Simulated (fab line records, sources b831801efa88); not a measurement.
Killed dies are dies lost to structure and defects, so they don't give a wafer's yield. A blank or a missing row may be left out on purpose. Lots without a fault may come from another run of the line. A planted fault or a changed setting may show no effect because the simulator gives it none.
A struck lot beside a sound one | flow sfq_line | 21 steps out of a route of 325
Sound: wafers L176.4, L176.5, L176.6. Struck: wafers L190.1, L190.2, L190.6. The cause comes at the end.
At each step with rows: each side's tool, then ch and its chambers, then its first start. Under that, the readings that differ: sound wafers | struck wafers | difference of the means | sigmas: that difference in standard deviations of wafers without a fault.
alike: readings whose means differ by less than 2 such deviations, and words and numbers that are the same on both sides. not compared: withheld readings, readings that some wafer has no value for, bounds like >300 that may hide the same value, and numbers for which the record gives no deviation and whose values overlap.
The two part at a step that has a row with sigmas, a row that says differs or no value, or rows on one side only. Numbers that don't overlap but have no deviation are shown without sigmas and don't part them. A reading that every wafer of one side lacks parts them only if that side has two wafers or more.

first, 3 steps without rows for these wafers: SFQ_TRILAYER_M4_LITHO_EXPOSE_094 (exposes mask M4, target cd 500 nm); SFQ_TRILAYER_M4_LITHO_PEB_096 (peb time 60 s); SFQ_TRILAYER_M4_LITHO_DEVELOP_095 (time 60 s).
SFQ_M4_OVL_MEAS_926:
  sound on overlay-01, day 49 12:32; struck on overlay-01, day 55 02:42
  alike: M4_OVL
SFQ_TRILAYER_M4_BARC_OPEN_METAL_ETCH_123: etches BARC in O2, target depth 125 nm, time 41.7 s.
  sound on rie_metal-04 ch 0,1, day 49 12:35; struck on rie_metal-02 ch 0,1, day 55 02:44
  alike: drypump_motor_current_A, oes_product_au
  not compared: rf_hours_counter_h
SFQ_TRILAYER_M4_ETCH_METAL_ETCH_096: etches Nb in Cl2/Ar, stops on SiO2, target depth 240 nm, time 120 s.
  sound on rie_metal-04 ch 0,1, day 49 12:40; struck on rie_metal-02 ch 0,1, day 55 02:47
  alike: drypump_motor_current_A, oes_product_au
  not compared: rf_hours_counter_h
then, 2 steps without rows for these wafers: SFQ_TRILAYER_M4_STRIP_STRIP_097 (strips in O2); SFQ_TRILAYER_M4_STRIP_SOLV_CLEAN_098 (cleans in NMP, time 600 s).
SFQ_TRILAYER_I4_DEP_PECVD_099: deposits SiO2 from SiH4/N2O, time 111.11 s, target thk 500 nm.
  sound on pecvd-01 ch 0,1,2, day 49 13:34; struck on pecvd-04 ch 0,1, day 55 03:41
  alike: heater_power_w, throttle_valve_pct
SFQ_TRILAYER_I4_CMP_CMP_100: polishes SiO2.
  sound on cmp-01 ch 0,1,3, day 49 15:06; struck on cmp-01 ch 0,2,3, day 55 05:21
  alike: motor_current_A, time_to_endpoint_s
SFQ_I4_BOW_MEAS_927:
  sound on film_metro-03, day 49 16:40; struck on film_metro-02, day 55 07:21
  alike: I4_BOW
SFQ_TRILAYER_I4_METRO_MEASURE_101:
  sound on film_metro-03, day 49 17:19; struck on film_metro-02, day 55 07:28
  alike: thk_nm
SFQ_TRILAYER_I4_VIA_LITHO_COAT_108: resist thk 62 nm.
  sound on litho_track-04 ch 0, day 49 18:04; struck on litho_track-04 ch 0, day 55 08:40
  reading                                                  | sound             | struck           | difference | sigmas
  model.BARC_of_TRILAYER_I4_VIA_LITHO_COAT_108.thk_nm (nm) | 62.04 62.02 61.97 | 56.17 56.1 56.14 | -5.87      |
  alike: spin_speed_rpm
then, 5 steps without rows for these wafers: SFQ_TRILAYER_I4_VIA_LITHO_COAT_103 (resist thk 650 nm); SFQ_TRILAYER_I4_VIA_LITHO_SOFTBAKE_107; SFQ_TRILAYER_I4_VIA_LITHO_EXPOSE_104 (exposes mask I4, target cd 700 nm); SFQ_TRILAYER_I4_VIA_LITHO_PEB_106 (peb time 60 s); SFQ_TRILAYER_I4_VIA_LITHO_DEVELOP_105 (time 60 s).
-- the record jumps here: 6 days lie between the struck wafers' starts before and after --
SFQ_I4_OVL_MEAS_928:
  sound on overlay-02, day 49 20:11; struck on overlay-01, day 60 21:20
  alike: I4_OVL
SFQ_TRILAYER_I4_VIA_BARC_OPEN_VIA_ETCH_146: etches BARC in O2, target depth 125 nm, time 41.7 s.
  sound on rie_diel-02 ch 0,1, day 49 20:12; struck on rie_diel-03 ch 1,2,3, day 60 21:22
  reading                  | sound             | struck            | difference | sigmas
  oes_product_au (a.u.)    | 0.693 0.680 0.681 | 0.657 0.658 0.656 | -0.028     | -6
  model.etch.depth_nm (nm) | 62.04 62.02 61.97 | 56.17 56.1 56.14  | -5.87      |
  alike: drypump_motor_current_A
  not compared: rf_hours_counter_h
then, 1 step without rows for these wafers: SFQ_TRILAYER_I4_VIA_ETCH_VIA_ETCH_106 (etches SiO2 in CHF3, stops on Nb, target depth 260 nm).

WHERE THEY PART
Only at SFQ_TRILAYER_I4_VIA_BARC_OPEN_VIA_ETCH_146, within this record.

WHY: what the simulator had put in
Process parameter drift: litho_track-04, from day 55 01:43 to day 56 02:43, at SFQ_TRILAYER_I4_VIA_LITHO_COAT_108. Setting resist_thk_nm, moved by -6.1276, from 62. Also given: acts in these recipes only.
